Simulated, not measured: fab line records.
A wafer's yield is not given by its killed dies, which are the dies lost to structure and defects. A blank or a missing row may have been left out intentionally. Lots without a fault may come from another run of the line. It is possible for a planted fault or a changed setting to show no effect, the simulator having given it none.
2 desks looking at one fault + flow sky130 + each desk has only its own numbers; what lay behind them comes last

AT THE TOOL OWNER'S DESK: pvd sputter-02
The tool's own readings at SKY_METAL5_SPUTTER_02 (material AlCu, target thk 1150 nm, time 61.2 s): means of the sampled wafers that have a number, for each lot that ran on this tool. A lot is out of limits, marked OUT, if its mean lies more than 4 standard deviations from the usual mean; the brackets give that distance.
Columns: A = throttle valve pct at SKY_METAL5_SPUTTER_02, usual 30.1 %
| lot  | first seen here | A    |
|------|-----------------|------|
| L748 | day 45 14:19    | 28.9 |
| L749 | day 45 16:13    | 29.0 |
| L753 | day 46 21:49    | 30.1 |
| L754 | day 47 07:10    | 30.5 |
| L755 | day 47 11:07    | 28.8 |
This desk's verdict: no lot among the 5 shows anything out of limits.

THE METROLOGY DESK
What the gauges read, lot by lot, whatever tool the lot ran on: means of the sampled wafers that have a number. A lot is out of limits, marked OUT, if its mean lies more than 4 standard deviations from the usual mean; the brackets give that distance.
Columns: A = VIA2_W_RS at SKY_VIA2_RS_MEAS_22, usual 0.2729 ohm/sq; B = METAL5_ALCU_RS at SKY_METAL5_RS_MEAS_05, usual 0.02706 ohm/sq; C = METAL5_ALCU_THK at SKY_METAL5_THK_MEAS_06, usual 1133 nm
| lot  | first seen here | A      | B                  | C               |
|------|-----------------|--------|--------------------|-----------------|
| L748 | day 39 14:05    | 0.2715 | 0.02694            | 1141            |
| L749 | day 39 19:14    | 0.2716 | 0.02741            | 1127            |
| L751 | day 40 10:59    | 0.2799 | 0.02712            | 1133            |
| L753 | day 41 00:13    | 0.2730 | 0.02859 (+5.5) OUT | 1089            |
| L754 | day 41 13:23    | 0.2718 | 0.02853 (+5.3) OUT | 1076 (-4.7) OUT |
| L755 | day 41 19:25    | 0.2745 | 0.02880 (+6.2) OUT | 1064 (-5.8) OUT |
| L760 | day 42 20:25    | 0.2750 | 0.02676            | 1144            |
| L761 | day 43 00:33    | 0.2715 | 0.02742            | 1129            |
| L763 | day 43 13:47    | 0.2727 | 0.02765            | 1112            |
| L765 | day 43 17:59    | 0.2794 | 0.02684            | 1141            |
This desk's finding: out of limits on L753, L754, L755; first on L753, day 46 21:57 (METAL5_ALCU_RS at SKY_METAL5_RS_MEAS_05). In limits: L748, L749, L751, L760, L761, L763, L765.

TAKEN TOGETHER
At day 46 21:57 the metrology desk could have sounded an alarm, on L753, L754, L755.
The desk of the tool owner found nothing out of limits.
On record at the tool owner's desk: L753, L754, L755, within its limits.
SKY_METAL5_SPUTTER_02 was run on pvd sputter-02 by each of the lots named.

WHAT WAS PUT IN BY THE SIMULATOR
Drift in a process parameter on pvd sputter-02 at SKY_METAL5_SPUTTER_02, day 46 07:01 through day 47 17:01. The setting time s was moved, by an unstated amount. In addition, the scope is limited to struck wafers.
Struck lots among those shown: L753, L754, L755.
Time in hours between the start of the fault and the first out-of-limits reading at each desk: metrology desk, 15.
